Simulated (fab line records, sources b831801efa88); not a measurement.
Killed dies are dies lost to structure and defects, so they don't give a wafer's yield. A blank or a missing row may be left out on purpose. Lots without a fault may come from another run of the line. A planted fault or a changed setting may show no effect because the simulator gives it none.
Split-lot experiment | flow sky130 | 5 lots, 23 wafers read, on a route of 708 steps

THE SPLIT
At SKY_METAL1_SPUTTER_02 (material AlCu, target thk 250 nm, time 13.3 s), the setting time_s was moved away from the recipe's 13.3 s on 4 of the 23 wafers read, by -10.2% to +12.1%. The other wafers ran this setting at the recipe's value.

FROM THE SPLIT TO THE READING: what the file shows between them, 3 steps
- SKY_METAL1_SPUTTER_03: material Ti, target thk 5 nm, time 3.3 s
- SKY_METAL1_SPUTTER_04: material TiN, target thk 70 nm, time 58.3 s
- SKY_METAL1_RS_MEAS_05: measures by four-point-probe

THE READING
METAL1_ALCU_THK, in nm, at SKY_METAL1_THK_MEAS_06 (measures by xrf). Fault-free wafers of this fab line usually give 255 nm, standard deviation 3 nm.

wafer  | tool, chamber at the split | time_s as run, s | against the recipe | METAL1_ALCU_THK, nm | against lot-mates on the recipe
L076.1 | pvd_sputter-02, -          | 13.3             | recipe             | 256                 | -
L076.2 | pvd_sputter-02, -          | 13.3             | recipe             | 257                 | -
L076.4 | pvd_sputter-02, -          | 13.3             | recipe             | 258                 | -
L076.5 | pvd_sputter-02, -          | 14.91            | +12.1%             | 290                 | +33
L076.6 | pvd_sputter-02, -          | 14.91            | +12.1%             | 287                 | +30
L079.1 | pvd_sputter-02, -          | 13.3             | recipe             | 254                 | -
L079.3 | pvd_sputter-02, -          | 13.3             | recipe             | 257                 | -
L079.4 | pvd_sputter-02, -          | 13.3             | recipe             | 255                 | -
L079.5 | pvd_sputter-02, -          | 13.3             | recipe             | 257                 | -
L079.6 | pvd_sputter-02, -          | 13.3             | recipe             | 255                 | -
L080.2 | pvd_sputter-02, -          | 13.3             | recipe             | 257                 | -
L080.3 | pvd_sputter-02, -          | 13.3             | recipe             | 256                 | -
L080.4 | pvd_sputter-02, -          | 11.95            | -10.2%             | 230                 | -26
L080.5 | pvd_sputter-02, -          | 11.95            | -10.2%             | 231                 | -25
L080.6 | pvd_sputter-02, -          | 13.3             | recipe             | 256                 | -
L084.3 | pvd_sputter-04, -          | 13.3             | recipe             | 255                 | -
L084.4 | pvd_sputter-04, -          | 13.3             | recipe             | 254                 | -
L084.6 | pvd_sputter-04, -          | 13.3             | recipe             | 258                 | -
L083.1 | pvd_sputter-01, -          | 13.3             | recipe             | 255                 | -
L083.3 | pvd_sputter-01, -          | 13.3             | recipe             | 250                 | -
L083.4 | pvd_sputter-01, -          | 13.3             | recipe             | 254                 | -
L083.5 | pvd_sputter-01, -          | 13.3             | recipe             | 256                 | -
L083.6 | pvd_sputter-01, -          | 13.3             | recipe             | 255                 | -

THE FIT
A straight line over all 23 wafers: METAL1_ALCU_THK changes by +2.62 nm for each +1% of time_s; r = +0.99; the points scatter about the line by 1.9 nm.
The same after taking each lot's own level away (the mean of its wafers on the recipe; 23 wafers): +2.58 nm for each +1%; r = +0.99; scatter 1.5 nm.
On that fit, the largest move of time_s shifts the reading by 31 nm.
The lots' own levels span 254.0 to 257.0 nm, that is 1.0 times the standard deviation above.
So the lot-to-lot level changes the slope little: the two slopes agree.
Check: with one of the wafers moved furthest among these (+12.1%) left out of the fit, the line predicts +30.4 nm for it against its lot-mates. It came out at +33 nm against them.

THE WHOLE CHAIN: every reading that the file lists as answering this split, in the file's order
step                   | what it does                                  | reading                                                                           | change (the file's fit)              | r (the file's)
SKY_METAL1_SPUTTER_02  | material AlCu, target thk 250 nm, time 13.3 s | AlCu_of_METAL1_SPUTTER_02.thk_nm (the simulator's own value, which no gauge read) | +2.55 nm for each +1% of the setting | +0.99
SKY_METAL1_RS_MEAS_05  | measures by four-point-probe                  | METAL1_ALCU_RS                                                                    | -0.00129 for each +1% of the setting | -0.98
SKY_METAL1_THK_MEAS_06 | measures by xrf                               | METAL1_ALCU_THK                                                                   | +2.57 for each +1% of the setting    | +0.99

THE FILE'S OWN FIT
METAL1_ALCU_THK changes by +2.57 nm for each +1% of time_s, r = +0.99.
